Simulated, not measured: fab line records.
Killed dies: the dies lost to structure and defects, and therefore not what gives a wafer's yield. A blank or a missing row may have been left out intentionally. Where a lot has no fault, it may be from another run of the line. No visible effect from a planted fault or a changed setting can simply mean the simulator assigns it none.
Shared-tool check	flow gf180mcu	12 lots, 36 wafers sampled

WHY IT WAS OPENED
At GF_MVSD_TW_MEAS_11 the reading MVSD_TW is flagged on 1 of 12 lots. No-fault wafers: 1585, standard deviation 22.
Rule: a lot is flagged in two cases, either no wafer of it has a number, or all its wafers with numbers fall more than 4 standard deviations from that mean. The other lots count as sound.

lot	measured	on	MVSD_TW, wafer by wafer	flag
L205	day 4 16:02	filmMetro-04	1574 1585 1577	
L206	day 4 21:14	filmMetro-04	1582 1576 1575	
L209	day 5 16:01	filmMetro-03	1560 1557 1547	
L215	day 7 05:37	filmMetro-01	30 31 31	FLAGGED
L220	day 8 07:56	filmMetro-03	1564 1560 1567	
L221	day 8 15:17	filmMetro-01	1613 1614 1621	
L222	day 8 19:17	filmMetro-03	1562 1565 1566	
L223	day 9 02:04	filmMetro-01	1599 1610 1608	
L224	day 9 06:25	filmMetro-01	1606 1603 1595	
L225	day 9 12:12	filmMetro-03	1557 1560 1553	
L226	day 9 18:29	filmMetro-01	1610 1608 1601	
L227	day 10 00:50	filmMetro-01	1610 1613 1603	
Average over the flagged lots: 31; offset from the usual -1554, equal to -71 standard deviations.

WHICH TOOL RAN EACH LOT
2 process steps preceding the reading are held in the record, out of 602 steps in the route. Every cell lists first the tool, next ch and the chambers used by the sampled wafers, and last the start.
lot	flag	GF_NWELL_STRIP_10	GF_MVSD_EXPOSE_04
L205		plasmaAsher-01 ch 0,1, day 3 12:55	ilineStepper-01 ch 0, day 4 09:04
L206		plasmaAsher-04 ch 0,1, day 3 17:58	ilineStepper-01 ch 0, day 4 13:57
L209		plasmaAsher-04 ch 0,1, day 4 10:34	ilineStepper-02 ch 0, day 5 08:09
L215	FLAGGED	plasmaAsher-01 ch 0,1, day 5 21:43	ilineStepper-01 ch 0, day 6 21:13
L220		plasmaAsher-01 ch 0,1, day 6 23:01	ilineStepper-01 ch 0, day 7 23:48
L221		plasmaAsher-03 ch 0,1, day 7 05:52	ilineStepper-01 ch 0, day 8 06:48
L222		plasmaAsher-03 ch 0,1, day 7 10:40	ilineStepper-02 ch 0, day 8 11:05
L223		plasmaAsher-04 ch 0,1, day 7 15:37	ilineStepper-01 ch 0, day 8 17:27
L224		plasmaAsher-03 ch 0,1, day 7 20:04	ilineStepper-01 ch 0, day 8 21:43
L225		plasmaAsher-04 ch 0,1, day 8 02:02	ilineStepper-01 ch 0, day 9 02:47
L226		plasmaAsher-03 ch 0,1, day 8 08:32	ilineStepper-01 ch 0, day 9 09:44
L227		plasmaAsher-03 ch 0,1, day 8 14:13	ilineStepper-02 ch 0, day 9 15:52
These steps, and what they do:
- GF_NWELL_STRIP_10: strips in O2/N2.
- GF_MVSD_EXPOSE_04: exposes mask MVSD, target cd 1000 nm.
- GF_MVSD_TW_MEAS_11

FLAGGED OVER TOTAL, TOOL BY TOOL (the gauges that took the reading come last)
step	tool	lots run	flagged	share of the flagged lots	sound lots run after its first flagged lot
GF_NWELL_STRIP_10	plasmaAsher-01	3	1	all	1 (L220)
GF_NWELL_STRIP_10	plasmaAsher-03	5	0	none	-
GF_NWELL_STRIP_10	plasmaAsher-04	4	0	none	-
GF_MVSD_EXPOSE_04	ilineStepper-01	9	1	all	6 (L220,L221,L223,L224,L225,L226)
GF_MVSD_EXPOSE_04	ilineStepper-02	3	0	none	-
GF_MVSD_TW_MEAS_11	filmMetro-01	6	1	all	5 (L221,L223,L224,L226,L227)
GF_MVSD_TW_MEAS_11	filmMetro-03	4	0	none	-
GF_MVSD_TW_MEAS_11	filmMetro-04	2	0	none	-

WHAT IS ALLOWED BY THE TABLE
Every flagged lot was run by 3 rows of the table: plasmaAsher-01 at GF_NWELL_STRIP_10, ilineStepper-01 at GF_MVSD_EXPOSE_04 and filmMetro-01 at GF_MVSD_TW_MEAS_11.
- plasmaAsher-01 at GF_NWELL_STRIP_10 ran 3 lots, 1 of them flagged. After the first flagged lot (L220), sound lots still ran on it; a lasting fault on the whole tool would not permit that.
- ilineStepper-01 at GF_MVSD_EXPOSE_04 ran 9 lots, 1 of them flagged. After the first flagged lot (L220, L221, L223, L224, L225, L226), sound lots still ran on it; a lasting fault on the whole tool would not permit that.
- filmMetro-01 at GF_MVSD_TW_MEAS_11 ran 6 lots, 1 of them flagged. After the first flagged lot (L221, L223, L224, L226, L227), sound lots still ran on it; a lasting fault on the whole tool would not permit that.
No row of the table ran every flagged lot and no sound lot after the first.

WHAT WAS PUT IN BY THE SIMULATOR
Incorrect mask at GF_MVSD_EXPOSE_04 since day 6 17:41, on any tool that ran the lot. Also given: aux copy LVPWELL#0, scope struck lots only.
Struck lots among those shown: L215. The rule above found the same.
